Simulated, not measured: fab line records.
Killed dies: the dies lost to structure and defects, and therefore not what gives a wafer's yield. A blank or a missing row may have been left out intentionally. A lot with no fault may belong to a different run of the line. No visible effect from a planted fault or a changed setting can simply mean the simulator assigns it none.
fab line records || flow gf180mcu
[record] {"lots": 15, "wafers": 42, "last-day": 34}
route steps=602 shown DNWELL@41 MVPSD@85 VT_IMPLANT@131 HV_LDD@223
lots that met no fault: taken from a fault-free run of the same line
start-h: hours from the record's first day to the start of the lot's first wafer shown || wait-h: hours elapsed since this lot's preceding step || " unchanged from the row above || L1.1+2: one row covering several wafers at once || - no value, or no start was given || * or withheld: withheld || < > ~ a bound
route shown NAME@n: NAME is a module with steps in the file, n the number in the route of the first one || usual: mean/standard deviation of fault-free wafers || same: alike in all rows || chamber/n: place in a boat || sites: each site's reading || _std_site: standard deviation across them || _edge_site: the outer-site mean with the inner-site mean subtracted || radius-mm: for every site, how far away it sits from the centre of the wafer || mask NAME#n: copy n || behind: tool/chamber where the wafer was last shaped || hold: reason for holding the lot/hours on hold/outcome of the hold || device: which transistor (n, p or np) failed to switch || end of line: the same wafers' tests at the end of the route || a step with no rows: only its recipe || killed: dies lost to structure and defects at the first sort, not the wafer's yield || map: the dies of a wafer, with x for killed, . for not killed, _ for no die there
set.NAME: the run value of the setting; set.NAME@STEP: its run value at that earlier step || model.NAME: the simulator's own value behind a step, which no gauge read
a sample of lots followed through the steps of the route, with each step as a table and each wafer as a row
services: from which hour (start-h, from the record's first day; less than 0 if before it) a tool's chamber was out of use, for how many hours, and why
[[steps]]
[step GF_DNWELL_TW_MEAS_09]
[usual] {"DNWELL_TW": "1361/13"}
{"lot.wafer": "L891.1", "tool": "film-metro-04", "chamber": "-", "start-h": 48.27, "wait-h": 0.1, "DNWELL_TW": 1374}
{"lot.wafer": "L891.4", "tool": "film-metro-04", "chamber": "-", "start-h": 48.27, "wait-h": 0.1, "DNWELL_TW": 1372}
{"lot.wafer": "L891.6", "tool": "film-metro-04", "chamber": "-", "start-h": 48.27, "wait-h": 0.1, "DNWELL_TW": 1377}
{"lot.wafer": "L892.1", "tool": "film-metro-04", "chamber": "-", "start-h": 55.35, "wait-h": 0.1, "DNWELL_TW": 1373}
{"lot.wafer": "L892.4", "tool": "film-metro-04", "chamber": "-", "start-h": 55.35, "wait-h": 0.1, "DNWELL_TW": 1370}
{"lot.wafer": "L892.5", "tool": "film-metro-04", "chamber": "-", "start-h": 55.35, "wait-h": 0.1, "DNWELL_TW": 1365}
{"lot.wafer": "L893.1", "tool": "film-metro-01", "chamber": "-", "start-h": 58.96, "wait-h": 0.1, "DNWELL_TW": 1363}
{"lot.wafer": "L893.3", "tool": "film-metro-01", "chamber": "-", "start-h": 58.96, "wait-h": 0.1, "DNWELL_TW": 1360}
{"lot.wafer": "L893.5", "tool": "film-metro-01", "chamber": "-", "start-h": 58.96, "wait-h": 0.1, "DNWELL_TW": 1360}
{"lot.wafer": "L894.2", "tool": "film-metro-04", "chamber": "-", "start-h": 64.81, "wait-h": 0.1, "DNWELL_TW": 1385}
{"lot.wafer": "L894.3", "tool": "film-metro-04", "chamber": "-", "start-h": 64.81, "wait-h": 0.1, "DNWELL_TW": 1372}
{"lot.wafer": "L894.4", "tool": "film-metro-04", "chamber": "-", "start-h": 64.81, "wait-h": 0.1, "DNWELL_TW": 1375}
{"lot.wafer": "L896.3", "tool": "film-metro-02", "chamber": "-", "start-h": 74.24, "wait-h": 0.1, "DNWELL_TW": 1343}
{"lot.wafer": "L896.4", "tool": "film-metro-02", "chamber": "-", "start-h": 74.24, "wait-h": 0.1, "DNWELL_TW": 1338}
{"lot.wafer": "L896.6", "tool": "film-metro-02", "chamber": "-", "start-h": 74.24, "wait-h": 0.1, "DNWELL_TW": 1341}
{"lot.wafer": "L897.4", "tool": "film-metro-04", "chamber": "-", "start-h": 79.10, "wait-h": 0.1, "DNWELL_TW": 1383}
{"lot.wafer": "L897.5", "tool": "film-metro-04", "chamber": "-", "start-h": 79.10, "wait-h": 0.1, "DNWELL_TW": 1384}
{"lot.wafer": "L897.6", "tool": "film-metro-04", "chamber": "-", "start-h": 79.10, "wait-h": 0.1, "DNWELL_TW": 1373}
{"lot.wafer": "L902.4", "tool": "film-metro-01", "chamber": "-", "start-h": 109.66, "wait-h": 0.1, "DNWELL_TW": 1348}
{"lot.wafer": "L902.5", "tool": "film-metro-01", "chamber": "-", "start-h": 109.66, "wait-h": 0.1, "DNWELL_TW": 1344}
{"lot.wafer": "L901.4", "tool": "film-metro-01", "chamber": "-", "start-h": 109.72, "wait-h": 0.1, "DNWELL_TW": 1361}
{"lot.wafer": "L901.5", "tool": "film-metro-01", "chamber": "-", "start-h": 109.72, "wait-h": 0.1, "DNWELL_TW": 1360}
{"lot.wafer": "L903.4", "tool": "film-metro-02", "chamber": "-", "start-h": 117.20, "wait-h": 0.1, "DNWELL_TW": 1350}
{"lot.wafer": "L903.5", "tool": "film-metro-02", "chamber": "-", "start-h": 117.20, "wait-h": 0.1, "DNWELL_TW": 1345}
{"lot.wafer": "L906.2", "tool": "film-metro-04", "chamber": "-", "start-h": 129.50, "wait-h": 0.1, "DNWELL_TW": 1379}
{"lot.wafer": "L906.3", "tool": "film-metro-04", "chamber": "-", "start-h": 129.50, "wait-h": 0.1, "DNWELL_TW": 1376}
{"lot.wafer": "L906.4", "tool": "film-metro-04", "chamber": "-", "start-h": 129.50, "wait-h": 0.1, "DNWELL_TW": 1385}
{"lot.wafer": "L909.1", "tool": "film-metro-01", "chamber": "-", "start-h": 143.06, "wait-h": 0.1, "DNWELL_TW": 1340}
{"lot.wafer": "L909.4", "tool": "film-metro-01", "chamber": "-", "start-h": 143.06, "wait-h": 0.1, "DNWELL_TW": 1349}
{"lot.wafer": "L909.6", "tool": "film-metro-01", "chamber": "-", "start-h": 143.06, "wait-h": 0.1, "DNWELL_TW": 1349}
{"lot.wafer": "L910.1", "tool": "film-metro-02", "chamber": "-", "start-h": 150.70, "wait-h": 0.1, "DNWELL_TW": 1354}
{"lot.wafer": "L910.3", "tool": "film-metro-02", "chamber": "-", "start-h": 150.70, "wait-h": 0.1, "DNWELL_TW": 1368}
{"lot.wafer": "L910.6", "tool": "film-metro-02", "chamber": "-", "start-h": 150.70, "wait-h": 0.1, "DNWELL_TW": 1359}
{"lot.wafer": "L911.1", "tool": "film-metro-01", "chamber": "-", "start-h": 155.15, "wait-h": 0.1, "DNWELL_TW": 1342}
{"lot.wafer": "L911.3", "tool": "film-metro-01", "chamber": "-", "start-h": 155.15, "wait-h": 0.1, "DNWELL_TW": 1349}
{"lot.wafer": "L911.6", "tool": "film-metro-01", "chamber": "-", "start-h": 155.15, "wait-h": 0.1, "DNWELL_TW": 1343}
{"lot.wafer": "L912.2", "tool": "film-metro-01", "chamber": "-", "start-h": 161.66, "wait-h": 0.1, "DNWELL_TW": 1342}
{"lot.wafer": "L912.4", "tool": "film-metro-01", "chamber": "-", "start-h": 161.66, "wait-h": 0.1, "DNWELL_TW": 1350}
{"lot.wafer": "L912.5", "tool": "film-metro-01", "chamber": "-", "start-h": 161.66, "wait-h": 0.1, "DNWELL_TW": 1345}
{"lot.wafer": "L913.3", "tool": "film-metro-02", "chamber": "-", "start-h": 165.94, "wait-h": 0.1, "DNWELL_TW": 1359}
{"lot.wafer": "L913.4", "tool": "film-metro-02", "chamber": "-", "start-h": 165.94, "wait-h": 0.1, "DNWELL_TW": 1367}
{"lot.wafer": "L913.5", "tool": "film-metro-02", "chamber": "-", "start-h": 165.94, "wait-h": 0.1, "DNWELL_TW": 1360}
[step GF_MVPSD_OVL_MEAS_07]
[usual] {"MVPSD_OVL": "0.9/1.5"}
{"lot.wafer": "L891.1", "tool": "overlay-02", "chamber": "-", "start-h": 100.10, "wait-h": "-", "MVPSD_OVL[nm]": 1.2}
{"lot.wafer": "L891.4", "tool": "overlay-02", "chamber": "-", "start-h": 100.10, "wait-h": "-", "MVPSD_OVL[nm]": 0.5}
{"lot.wafer": "L891.6", "tool": "overlay-02", "chamber": "-", "start-h": 100.10, "wait-h": "-", "MVPSD_OVL[nm]": 0.3}
{"lot.wafer": "L892.1", "tool": "overlay-01", "chamber": "-", "start-h": 108.97, "wait-h": "-", "MVPSD_OVL[nm]": 0.6}
{"lot.wafer": "L892.4", "tool": "overlay-01", "chamber": "-", "start-h": 108.97, "wait-h": "-", "MVPSD_OVL[nm]": 0.3}
{"lot.wafer": "L892.5", "tool": "overlay-01", "chamber": "-", "start-h": 108.97, "wait-h": "-", "MVPSD_OVL[nm]": 1.6}
{"lot.wafer": "L893.1", "tool": "overlay-01", "chamber": "-", "start-h": 113.37, "wait-h": "-", "MVPSD_OVL[nm]": 2.2}
{"lot.wafer": "L893.3", "tool": "overlay-01", "chamber": "-", "start-h": 113.37, "wait-h": "-", "MVPSD_OVL[nm]": 1.3}
{"lot.wafer": "L893.5", "tool": "overlay-01", "chamber": "-", "start-h": 113.37, "wait-h": "-", "MVPSD_OVL[nm]": 0.7}
{"lot.wafer": "L894.2", "tool": "overlay-02", "chamber": "-", "start-h": 119.53, "wait-h": "-", "MVPSD_OVL[nm]": 0.7}
{"lot.wafer": "L894.3", "tool": "overlay-02", "chamber": "-", "start-h": 119.53, "wait-h": "-", "MVPSD_OVL[nm]": 0.5}
{"lot.wafer": "L894.4", "tool": "overlay-02", "chamber": "-", "start-h": 119.53, "wait-h": "-", "MVPSD_OVL[nm]": 0.4}
{"lot.wafer": "L896.3", "tool": "overlay-01", "chamber": "-", "start-h": 130.28, "wait-h": "-", "MVPSD_OVL[nm]": 3.0}
{"lot.wafer": "L896.4", "tool": "overlay-01", "chamber": "-", "start-h": 130.28, "wait-h": "-", "MVPSD_OVL[nm]": 1.9}
{"lot.wafer": "L896.6", "tool": "overlay-01", "chamber": "-", "start-h": 130.28, "wait-h": "-", "MVPSD_OVL[nm]": 1.4}
{"lot.wafer": "L897.4", "tool": "overlay-01", "chamber": "-", "start-h": 135.34, "wait-h": "-", "MVPSD_OVL[nm]": 0.7}
{"lot.wafer": "L897.5", "tool": "overlay-01", "chamber": "-", "start-h": 135.34, "wait-h": "-", "MVPSD_OVL[nm]": 0.3}
{"lot.wafer": "L897.6", "tool": "overlay-01", "chamber": "-", "start-h": 135.34, "wait-h": "-", "MVPSD_OVL[nm]": -0.8}
{"lot.wafer": "L902.4", "tool": "overlay-01", "chamber": "-", "start-h": 172.22, "wait-h": "-", "MVPSD_OVL[nm]": 1.8}
{"lot.wafer": "L902.5", "tool": "overlay-01", "chamber": "-", "start-h": 172.22, "wait-h": "-", "MVPSD_OVL[nm]": 0.2}
{"lot.wafer": "L901.4", "tool": "overlay-01", "chamber": "-", "start-h": 172.57, "wait-h": "-", "MVPSD_OVL[nm]": -0.9}
{"lot.wafer": "L901.5", "tool": "overlay-01", "chamber": "-", "start-h": 172.57, "wait-h": "-", "MVPSD_OVL[nm]": 0.0}
{"lot.wafer": "L903.4", "tool": "overlay-01", "chamber": "-", "start-h": 181.32, "wait-h": "-", "MVPSD_OVL[nm]": 0.2}
{"lot.wafer": "L903.5", "tool": "overlay-01", "chamber": "-", "start-h": 181.32, "wait-h": "-", "MVPSD_OVL[nm]": -0.4}
{"lot.wafer": "L906.2", "tool": "overlay-01", "chamber": "-", "start-h": 193.38, "wait-h": "-", "MVPSD_OVL[nm]": -1.2}
{"lot.wafer": "L906.3", "tool": "overlay-01", "chamber": "-", "start-h": 193.38, "wait-h": "-", "MVPSD_OVL[nm]": -1.4}
{"lot.wafer": "L906.4", "tool": "overlay-01", "chamber": "-", "start-h": 193.38, "wait-h": "-", "MVPSD_OVL[nm]": -0.4}
{"lot.wafer": "L909.1", "tool": "overlay-02", "chamber": "-", "start-h": 209.05, "wait-h": "-", "MVPSD_OVL[nm]": 3.4}
{"lot.wafer": "L909.4", "tool": "overlay-02", "chamber": "-", "start-h": 209.05, "wait-h": "-", "MVPSD_OVL[nm]": 2.5}
{"lot.wafer": "L909.6", "tool": "overlay-02", "chamber": "-", "start-h": 209.05, "wait-h": "-", "MVPSD_OVL[nm]": 3.1}
{"lot.wafer": "L910.1", "tool": "overlay-02", "chamber": "-", "start-h": 218.47, "wait-h": "-", "MVPSD_OVL[nm]": 1.5}
{"lot.wafer": "L910.3", "tool": "overlay-02", "chamber": "-", "start-h": 218.47, "wait-h": "-", "MVPSD_OVL[nm]": 0.8}
{"lot.wafer": "L910.6", "tool": "overlay-02", "chamber": "-", "start-h": 218.47, "wait-h": "-", "MVPSD_OVL[nm]": -0.3}
{"lot.wafer": "L911.1", "tool": "overlay-01", "chamber": "-", "start-h": 222.52, "wait-h": "-", "MVPSD_OVL[nm]": 1.5}
{"lot.wafer": "L911.3", "tool": "overlay-01", "chamber": "-", "start-h": 222.52, "wait-h": "-", "MVPSD_OVL[nm]": -0.2}
{"lot.wafer": "L911.6", "tool": "overlay-01", "chamber": "-", "start-h": 222.52, "wait-h": "-", "MVPSD_OVL[nm]": -0.6}
{"lot.wafer": "L912.2", "tool": "overlay-01", "chamber": "-", "start-h": 230.28, "wait-h": "-", "MVPSD_OVL[nm]": 1.9}
{"lot.wafer": "L912.4", "tool": "overlay-01", "chamber": "-", "start-h": 230.28, "wait-h": "-", "MVPSD_OVL[nm]": 1.8}
{"lot.wafer": "L912.5", "tool": "overlay-01", "chamber": "-", "start-h": 230.28, "wait-h": "-", "MVPSD_OVL[nm]": 1.9}
{"lot.wafer": "L913.3", "tool": "overlay-01", "chamber": "-", "start-h": 236.78, "wait-h": "-", "MVPSD_OVL[nm]": 2.4}
{"lot.wafer": "L913.4", "tool": "overlay-01", "chamber": "-", "start-h": 236.78, "wait-h": "-", "MVPSD_OVL[nm]": 3.0}
{"lot.wafer": "L913.5", "tool": "overlay-01", "chamber": "-", "start-h": 236.78, "wait-h": "-", "MVPSD_OVL[nm]": 2.4}
[step GF_VT_IMPLANT_IMPLANT_41]
[recipe] {"species": "As", "energy-kev": 70, "dose-cm2": 1.013e+12, "tilt-deg": 7}
[same] {"implant-ion-amu": 75}
{"lot.wafer": "L891.1+4+6", "tool": "implanter-04", "chamber": 0, "start-h": 160.06, "wait-h": 0.0}
{"lot.wafer": "L892.1+4+5", "tool": "implanter-04", "chamber": 0, "start-h": 170.00, "wait-h": 0.0}
{"lot.wafer": "L893.1+3+5", "tool": "implanter-03", "chamber": 0, "start-h": 175.70, "wait-h": 0.0}
{"lot.wafer": "L894.2+3+4", "tool": "implanter-03", "chamber": 0, "start-h": 182.43, "wait-h": 0.0}
{"lot.wafer": "L896.3+4+6", "tool": "implanter-04", "chamber": 0, "start-h": 194.75, "wait-h": 0.1}
{"lot.wafer": "L897.4+5+6", "tool": "implanter-02", "chamber": 0, "start-h": 200.13, "wait-h": 0.1}
{"lot.wafer": "L902.4+5", "tool": "implanter-03", "chamber": 0, "start-h": 241.88, "wait-h": 0.1}
{"lot.wafer": "L901.4+5", "tool": "implanter-03", "chamber": 0, "start-h": 243.13, "wait-h": 0.1}
{"lot.wafer": "L903.4+5", "tool": "implanter-03", "chamber": 0, "start-h": 252.18, "wait-h": 0.1}
{"lot.wafer": "L906.2+3+4", "tool": "implanter-02", "chamber": 0, "start-h": 267.08, "wait-h": 0.0}
{"lot.wafer": "L909.1+4+6", "tool": "implanter-02", "chamber": 0, "start-h": 283.31, "wait-h": 0.0}
{"lot.wafer": "L910.1+3+6", "tool": "implanter-02", "chamber": 0, "start-h": 293.70, "wait-h": 0.0}
{"lot.wafer": "L911.1+3+6", "tool": "implanter-04", "chamber": 0, "start-h": 299.10, "wait-h": 0.0}
{"lot.wafer": "L912.2+4+5", "tool": "implanter-04", "chamber": 0, "start-h": 308.68, "wait-h": 0.0}
{"lot.wafer": "L913.3+4+5", "tool": "implanter-04", "chamber": 0, "start-h": 314.80, "wait-h": 0.1}
[step GF_VT_IMPLANT_TW_MEAS_43]
[usual] {"VT_IMPLANT_4_TW": "692/4"}
{"lot.wafer": "L891.1", "tool": "film-metro-02", "chamber": "-", "start-h": 160.31, "wait-h": 0.1, "VT_IMPLANT_4_TW": 691}
{"lot.wafer": "L891.4", "tool": "film-metro-02", "chamber": "-", "start-h": 160.31, "wait-h": 0.1, "VT_IMPLANT_4_TW": 692}
{"lot.wafer": "L891.6", "tool": "film-metro-02", "chamber": "-", "start-h": 160.31, "wait-h": 0.1, "VT_IMPLANT_4_TW": 692}
{"lot.wafer": "L892.1", "tool": "film-metro-03", "chamber": "-", "start-h": 170.25, "wait-h": 0.1, "VT_IMPLANT_4_TW": 688}
{"lot.wafer": "L892.4", "tool": "film-metro-03", "chamber": "-", "start-h": 170.25, "wait-h": 0.1, "VT_IMPLANT_4_TW": 695}
{"lot.wafer": "L892.5", "tool": "film-metro-03", "chamber": "-", "start-h": 170.25, "wait-h": 0.1, "VT_IMPLANT_4_TW": 692}
{"lot.wafer": "L893.1", "tool": "film-metro-02", "chamber": "-", "start-h": 175.95, "wait-h": 0.1, "VT_IMPLANT_4_TW": 693}
{"lot.wafer": "L893.3", "tool": "film-metro-02", "chamber": "-", "start-h": 175.95, "wait-h": 0.1, "VT_IMPLANT_4_TW": 696}
{"lot.wafer": "L893.5", "tool": "film-metro-02", "chamber": "-", "start-h": 175.95, "wait-h": 0.1, "VT_IMPLANT_4_TW": 697}
{"lot.wafer": "L894.2", "tool": "film-metro-02", "chamber": "-", "start-h": 182.66, "wait-h": 0.1, "VT_IMPLANT_4_TW": 696}
{"lot.wafer": "L894.3", "tool": "film-metro-02", "chamber": "-", "start-h": 182.66, "wait-h": 0.1, "VT_IMPLANT_4_TW": 691}
{"lot.wafer": "L894.4", "tool": "film-metro-02", "chamber": "-", "start-h": 182.66, "wait-h": 0.1, "VT_IMPLANT_4_TW": 691}
{"lot.wafer": "L896.3", "tool": "film-metro-03", "chamber": "-", "start-h": 194.97, "wait-h": 0.1, "VT_IMPLANT_4_TW": 695}
{"lot.wafer": "L896.4", "tool": "film-metro-03", "chamber": "-", "start-h": 194.97, "wait-h": 0.1, "VT_IMPLANT_4_TW": 699}
{"lot.wafer": "L896.6", "tool": "film-metro-03", "chamber": "-", "start-h": 194.97, "wait-h": 0.1, "VT_IMPLANT_4_TW": 699}
{"lot.wafer": "L897.4", "tool": "film-metro-02", "chamber": "-", "start-h": 200.34, "wait-h": 0.1, "VT_IMPLANT_4_TW": 691}
{"lot.wafer": "L897.5", "tool": "film-metro-02", "chamber": "-", "start-h": 200.34, "wait-h": 0.1, "VT_IMPLANT_4_TW": 695}
{"lot.wafer": "L897.6", "tool": "film-metro-02", "chamber": "-", "start-h": 200.34, "wait-h": 0.1, "VT_IMPLANT_4_TW": 690}
{"lot.wafer": "L902.4", "tool": "film-metro-02", "chamber": "-", "start-h": 242.09, "wait-h": 0.1, "VT_IMPLANT_4_TW": 671}
{"lot.wafer": "L902.5", "tool": "film-metro-02", "chamber": "-", "start-h": 242.09, "wait-h": 0.1, "VT_IMPLANT_4_TW": 694}
{"lot.wafer": "L901.4", "tool": "film-metro-03", "chamber": "-", "start-h": 243.33, "wait-h": 0.1, "VT_IMPLANT_4_TW": 672}
{"lot.wafer": "L901.5", "tool": "film-metro-03", "chamber": "-", "start-h": 243.33, "wait-h": 0.1, "VT_IMPLANT_4_TW": 694}
{"lot.wafer": "L903.4", "tool": "film-metro-03", "chamber": "-", "start-h": 252.38, "wait-h": 0.1, "VT_IMPLANT_4_TW": 676}
{"lot.wafer": "L903.5", "tool": "film-metro-03", "chamber": "-", "start-h": 252.38, "wait-h": 0.1, "VT_IMPLANT_4_TW": 695}
{"lot.wafer": "L906.2", "tool": "film-metro-01", "chamber": "-", "start-h": 267.32, "wait-h": 0.1, "VT_IMPLANT_4_TW": 690}
{"lot.wafer": "L906.3", "tool": "film-metro-01", "chamber": "-", "start-h": 267.32, "wait-h": 0.1, "VT_IMPLANT_4_TW": 690}
{"lot.wafer": "L906.4", "tool": "film-metro-01", "chamber": "-", "start-h": 267.32, "wait-h": 0.1, "VT_IMPLANT_4_TW": 687}
{"lot.wafer": "L909.1", "tool": "film-metro-03", "chamber": "-", "start-h": 283.56, "wait-h": 0.1, "VT_IMPLANT_4_TW": 695}
{"lot.wafer": "L909.4", "tool": "film-metro-03", "chamber": "-", "start-h": 283.56, "wait-h": 0.1, "VT_IMPLANT_4_TW": 696}
{"lot.wafer": "L909.6", "tool": "film-metro-03", "chamber": "-", "start-h": 283.56, "wait-h": 0.1, "VT_IMPLANT_4_TW": 698}
{"lot.wafer": "L910.1", "tool": "film-metro-03", "chamber": "-", "start-h": 293.95, "wait-h": 0.1, "VT_IMPLANT_4_TW": 698}
{"lot.wafer": "L910.3", "tool": "film-metro-03", "chamber": "-", "start-h": 293.95, "wait-h": 0.1, "VT_IMPLANT_4_TW": 696}
{"lot.wafer": "L910.6", "tool": "film-metro-03", "chamber": "-", "start-h": 293.95, "wait-h": 0.1, "VT_IMPLANT_4_TW": 696}
{"lot.wafer": "L911.1", "tool": "film-metro-01", "chamber": "-", "start-h": 299.35, "wait-h": 0.1, "VT_IMPLANT_4_TW": 683}
{"lot.wafer": "L911.3", "tool": "film-metro-01", "chamber": "-", "start-h": 299.35, "wait-h": 0.1, "VT_IMPLANT_4_TW": 685}
{"lot.wafer": "L911.6", "tool": "film-metro-01", "chamber": "-", "start-h": 299.35, "wait-h": 0.1, "VT_IMPLANT_4_TW": 686}
{"lot.wafer": "L912.2", "tool": "film-metro-03", "chamber": "-", "start-h": 308.92, "wait-h": 0.1, "VT_IMPLANT_4_TW": 695}
{"lot.wafer": "L912.4", "tool": "film-metro-03", "chamber": "-", "start-h": 308.92, "wait-h": 0.1, "VT_IMPLANT_4_TW": 696}
{"lot.wafer": "L912.5", "tool": "film-metro-03", "chamber": "-", "start-h": 308.92, "wait-h": 0.1, "VT_IMPLANT_4_TW": 694}
{"lot.wafer": "L913.3", "tool": "film-metro-01", "chamber": "-", "start-h": 315.02, "wait-h": 0.1, "VT_IMPLANT_4_TW": 683}
{"lot.wafer": "L913.4", "tool": "film-metro-01", "chamber": "-", "start-h": 315.02, "wait-h": 0.1, "VT_IMPLANT_4_TW": 685}
{"lot.wafer": "L913.5", "tool": "film-metro-01", "chamber": "-", "start-h": 315.02, "wait-h": 0.1, "VT_IMPLANT_4_TW": 686}
[step GF_HV_LDD_OVL_MEAS_47]
[usual] {"HV_LDD_03_OVL": "-0.2/1.4"}
{"lot.wafer": "L891.1", "tool": "overlay-01", "chamber": "-", "start-h": 272.37, "wait-h": 0.1, "HV_LDD_03_OVL[nm]": -1.6}
{"lot.wafer": "L891.4", "tool": "overlay-01", "chamber": "-", "start-h": 272.37, "wait-h": 0.1, "HV_LDD_03_OVL[nm]": -3.3}
{"lot.wafer": "L891.6", "tool": "overlay-01", "chamber": "-", "start-h": 272.37, "wait-h": 0.1, "HV_LDD_03_OVL[nm]": -1.9}
{"lot.wafer": "L892.1", "tool": "overlay-02", "chamber": "-", "start-h": 286.77, "wait-h": 0.1, "HV_LDD_03_OVL[nm]": 0.5}
{"lot.wafer": "L892.4", "tool": "overlay-02", "chamber": "-", "start-h": 286.77, "wait-h": 0.1, "HV_LDD_03_OVL[nm]": 1.2}
{"lot.wafer": "L892.5", "tool": "overlay-02", "chamber": "-", "start-h": 286.77, "wait-h": 0.1, "HV_LDD_03_OVL[nm]": 0.4}
{"lot.wafer": "L893.1", "tool": "overlay-01", "chamber": "-", "start-h": 298.41, "wait-h": 0.1, "HV_LDD_03_OVL[nm]": 0.9}
{"lot.wafer": "L893.3", "tool": "overlay-01", "chamber": "-", "start-h": 298.41, "wait-h": 0.1, "HV_LDD_03_OVL[nm]": -0.1}
{"lot.wafer": "L893.5", "tool": "overlay-01", "chamber": "-", "start-h": 298.41, "wait-h": 0.1, "HV_LDD_03_OVL[nm]": 2.2}
{"lot.wafer": "L894.2", "tool": "overlay-01", "chamber": "-", "start-h": 302.55, "wait-h": 0.1, "HV_LDD_03_OVL[nm]": 0.0}
{"lot.wafer": "L894.3", "tool": "overlay-01", "chamber": "-", "start-h": 302.55, "wait-h": 0.1, "HV_LDD_03_OVL[nm]": -1.3}
{"lot.wafer": "L894.4", "tool": "overlay-01", "chamber": "-", "start-h": 302.55, "wait-h": 0.1, "HV_LDD_03_OVL[nm]": -2.2}
{"lot.wafer": "L896.3", "tool": "overlay-02", "chamber": "-", "start-h": 322.05, "wait-h": 0.1, "HV_LDD_03_OVL[nm]": -0.6}
{"lot.wafer": "L896.4", "tool": "overlay-02", "chamber": "-", "start-h": 322.05, "wait-h": 0.1, "HV_LDD_03_OVL[nm]": -1.7}
{"lot.wafer": "L896.6", "tool": "overlay-02", "chamber": "-", "start-h": 322.05, "wait-h": 0.1, "HV_LDD_03_OVL[nm]": -3.0}
{"lot.wafer": "L897.4", "tool": "overlay-02", "chamber": "-", "start-h": 329.36, "wait-h": 0.1, "HV_LDD_03_OVL[nm]": -1.0}
{"lot.wafer": "L897.5", "tool": "overlay-02", "chamber": "-", "start-h": 329.36, "wait-h": 0.1, "HV_LDD_03_OVL[nm]": -1.0}
{"lot.wafer": "L897.6", "tool": "overlay-02", "chamber": "-", "start-h": 329.36, "wait-h": 0.1, "HV_LDD_03_OVL[nm]": -2.9}
{"lot.wafer": "L902.4", "tool": "overlay-02", "chamber": "-", "start-h": 374.59, "wait-h": 0.1, "HV_LDD_03_OVL[nm]": 0.5}
{"lot.wafer": "L902.5", "tool": "overlay-02", "chamber": "-", "start-h": 374.59, "wait-h": 0.1, "HV_LDD_03_OVL[nm]": 1.1}
{"lot.wafer": "L901.4", "tool": "overlay-02", "chamber": "-", "start-h": 380.96, "wait-h": 0.1, "HV_LDD_03_OVL[nm]": 1.9}
{"lot.wafer": "L901.5", "tool": "overlay-02", "chamber": "-", "start-h": 380.96, "wait-h": 0.1, "HV_LDD_03_OVL[nm]": 0.1}
{"lot.wafer": "L903.4", "tool": "overlay-02", "chamber": "-", "start-h": 388.86, "wait-h": 0.1, "HV_LDD_03_OVL[nm]": 3.3}
{"lot.wafer": "L903.5", "tool": "overlay-02", "chamber": "-", "start-h": 388.86, "wait-h": 0.1, "HV_LDD_03_OVL[nm]": 1.5}
{"lot.wafer": "L906.2", "tool": "overlay-02", "chamber": "-", "start-h": 403.69, "wait-h": 0.1, "HV_LDD_03_OVL[nm]": -0.2}
{"lot.wafer": "L906.3", "tool": "overlay-02", "chamber": "-", "start-h": 403.69, "wait-h": 0.1, "HV_LDD_03_OVL[nm]": -0.3}
{"lot.wafer": "L906.4", "tool": "overlay-02", "chamber": "-", "start-h": 403.69, "wait-h": 0.1, "HV_LDD_03_OVL[nm]": -0.5}
{"lot.wafer": "L909.1", "tool": "overlay-01", "chamber": "-", "start-h": 426.34, "wait-h": 0.1, "HV_LDD_03_OVL[nm]": -1.3}
{"lot.wafer": "L909.4", "tool": "overlay-01", "chamber": "-", "start-h": 426.34, "wait-h": 0.1, "HV_LDD_03_OVL[nm]": -0.7}
{"lot.wafer": "L909.6", "tool": "overlay-01", "chamber": "-", "start-h": 426.34, "wait-h": 0.1, "HV_LDD_03_OVL[nm]": 0.0}
{"lot.wafer": "L910.1", "tool": "overlay-02", "chamber": "-", "start-h": 436.32, "wait-h": 0.1, "HV_LDD_03_OVL[nm]": 1.5}
{"lot.wafer": "L910.3", "tool": "overlay-02", "chamber": "-", "start-h": 436.32, "wait-h": 0.1, "HV_LDD_03_OVL[nm]": 1.0}
{"lot.wafer": "L910.6", "tool": "overlay-02", "chamber": "-", "start-h": 436.32, "wait-h": 0.1, "HV_LDD_03_OVL[nm]": -0.6}
{"lot.wafer": "L911.1", "tool": "overlay-02", "chamber": "-", "start-h": 448.29, "wait-h": 0.1, "HV_LDD_03_OVL[nm]": 1.8}
{"lot.wafer": "L911.3", "tool": "overlay-02", "chamber": "-", "start-h": 448.29, "wait-h": 0.1, "HV_LDD_03_OVL[nm]": -0.4}
{"lot.wafer": "L911.6", "tool": "overlay-02", "chamber": "-", "start-h": 448.29, "wait-h": 0.1, "HV_LDD_03_OVL[nm]": 0.6}
{"lot.wafer": "L912.2", "tool": "overlay-02", "chamber": "-", "start-h": 456.17, "wait-h": 0.1, "HV_LDD_03_OVL[nm]": -0.8}
{"lot.wafer": "L912.4", "tool": "overlay-02", "chamber": "-", "start-h": 456.17, "wait-h": 0.1, "HV_LDD_03_OVL[nm]": -0.5}
{"lot.wafer": "L912.5", "tool": "overlay-02", "chamber": "-", "start-h": 456.17, "wait-h": 0.1, "HV_LDD_03_OVL[nm]": -1.0}
{"lot.wafer": "L913.3", "tool": "overlay-02", "chamber": "-", "start-h": 461.90, "wait-h": 0.1, "HV_LDD_03_OVL[nm]": 0.5}
{"lot.wafer": "L913.4", "tool": "overlay-02", "chamber": "-", "start-h": 461.90, "wait-h": 0.1, "HV_LDD_03_OVL[nm]": 1.3}
{"lot.wafer": "L913.5", "tool": "overlay-02", "chamber": "-", "start-h": 461.90, "wait-h": 0.1, "HV_LDD_03_OVL[nm]": -0.5}
[[services]]
{"tool": "implanter-02", "chamber": "-", "start-h": 283.55, "hours": 3.3, "kind": "pm"}
[[key]]
[first-sign] {"step": "GF_VT_IMPLANT_TW_MEAS_43", "reading": "VT_IMPLANT_4_TW", "direction": "down", "sigmas": 4.8, "usual": 692, "struck": 673}
effect none on later readings
met-at GF_VT_IMPLANT_IMPLANT_41
struck-lots L901,L902,L903
struck-wafers L901.4,L902.4,L903.4
tester-left-out L901,L902,L903
not-acting-at GF_DNWELL_TW_MEAS_09,GF_MVPSD_OVL_MEAS_07,GF_HV_LDD_OVL_MEAS_47
onset-between 182.43 241.88
[fault] {"kind": "process-parameter-drift", "tool": "implanter-03", "chamber": "-", "onset-h": 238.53, "steps": "GF_VT_IMPLANT_IMPLANT_41", "channel": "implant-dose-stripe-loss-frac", "offset": 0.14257, "shape": "step", "end-h": 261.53, "scope": "struck-wafers-only"}
// tester-left-out: of these lots the tester's yield and bins aren't shown, on N5 and GAA mostly nor the transistor test; their killed dies are dies lost to structure and defects alone, not to doping, threshold or leakage, so they don't give the yield
